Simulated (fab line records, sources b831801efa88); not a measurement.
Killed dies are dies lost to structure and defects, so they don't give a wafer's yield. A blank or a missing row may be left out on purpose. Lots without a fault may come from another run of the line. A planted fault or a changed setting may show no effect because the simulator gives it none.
One fault seen from 2 desks | flow gf180mcu | each desk has only its own numbers; what lay behind them comes last

THE TOOL OWNER'S DESK: implanter-04
The tool's own readings at GF_NWELL_IMPLANT_09: means of the sampled wafers that have a number, for each lot that ran on this tool. A lot is out of limits, marked OUT, if its mean lies more than 4 standard deviations from the usual mean; the brackets give that distance.
Columns: A = dose_ions_cm2 at GF_NWELL_IMPLANT_09, usual 4e+12; B = faraday_current_uA at GF_NWELL_IMPLANT_09, usual 22.5
lot  | first seen here | A                       | B
L786 | day 3 19:25     | 4e+12                   | 22.7
L787 | day 4 02:43     | 4e+12                   | 22.4
L790 | day 4 14:48     | 3e+13 (+99 or more) OUT | 150.8 (+99 or more) OUT
L792 | day 5 02:23     | 3e+13 (+99 or more) OUT | 151.7 (+99 or more) OUT
L795 | day 5 14:34     | 3e+13 (+99 or more) OUT | 148.4 (+99 or more) OUT
L805 | day 8 11:23     | 4e+12                   | 22.4
L807 | day 9 00:31     | 4e+12                   | 22.2
This desk's finding: out of limits on L790, L792, L795; first on L790, day 4 14:48 (dose_ions_cm2 at GF_NWELL_IMPLANT_09). In limits: L786, L787, L805, L807.

THE METROLOGY DESK
What the gauges read, lot by lot, whatever tool the lot ran on: means of the sampled wafers that have a number. A lot is out of limits, marked OUT, if its mean lies more than 4 standard deviations from the usual mean; the brackets give that distance.
Columns: A = NWELL_TW at GF_NWELL_TW_MEAS_11, usual 1554; B = VT_IMPLANT_02_OVL at GF_VT_IMPLANT_OVL_MEAS_29, usual 0.3 nm; C = NWELL_RS at GF_VT_IMPLANT_RS_MEAS_47, usual 487.8 ohm/sq; D = POLY_GATE_OVL at GF_POLY_GATE_OVL_MEAS_11, usual -1 nm
lot  | first seen here | A              | B    | C                       | D
L786 | day 3 19:37     | 1558           | 0.2  | 489.0                   | -9
L785 | day 3 20:29     | 1530           | -0.6 | 488.7                   | -10
L787 | day 4 02:58     | 1531           | 0.6  | 487.8                   | -2
L789 | day 4 07:11     | 1532           | 0.2  | 486.5                   | 5
L790 | day 4 15:02     | 1934 (+20) OUT | -1.9 | 309.6 (-99 or more) OUT | 1
L792 | day 5 02:38     | 1898 (+18) OUT | 0.4  | 309.0 (-99 or more) OUT | 0
L795 | day 5 14:48     | 1894 (+18) OUT | 2.6  | 308.9 (-99 or more) OUT | 3
L798 | day 6 11:20     | 1553           | 1.8  | 489.2                   | 7
L803 | day 8 00:05     | 1551           | 3.4  | 487.2                   | -2
L806 | day 8 11:20     | 1547           | 0.3  | 488.2                   | 7
L805 | day 8 11:38     | 1536           | 0.8  | 487.5                   | -2
L807 | day 9 00:46     | 1570           | -1.3 | 489.0                   | -1
This desk's finding: out of limits on L790, L792, L795; first on L790, day 4 15:02 (NWELL_TW at GF_NWELL_TW_MEAS_11). In limits: L786, L785, L787, L789, L798, L803, L806, L805, L807.

PUT TOGETHER
The tool owner's desk could have raised an alarm at day 4 14:48, on L790, L792, L795.
The metrology desk could have raised an alarm at day 4 15:02, on L790, L792, L795.
Of the lots named, all ran GF_NWELL_IMPLANT_09 on implanter-04.

WHAT THE SIMULATOR HAD PUT IN
Process parameter drift: implanter-04, from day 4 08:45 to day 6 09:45, at GF_NWELL_IMPLANT_09. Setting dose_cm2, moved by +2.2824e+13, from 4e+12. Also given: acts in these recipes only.
Lots struck among those shown: L790, L792, L795.
Hours from the fault's start to each desk's first reading out of limits: the tool owner's desk, 6; the metrology desk, 6.
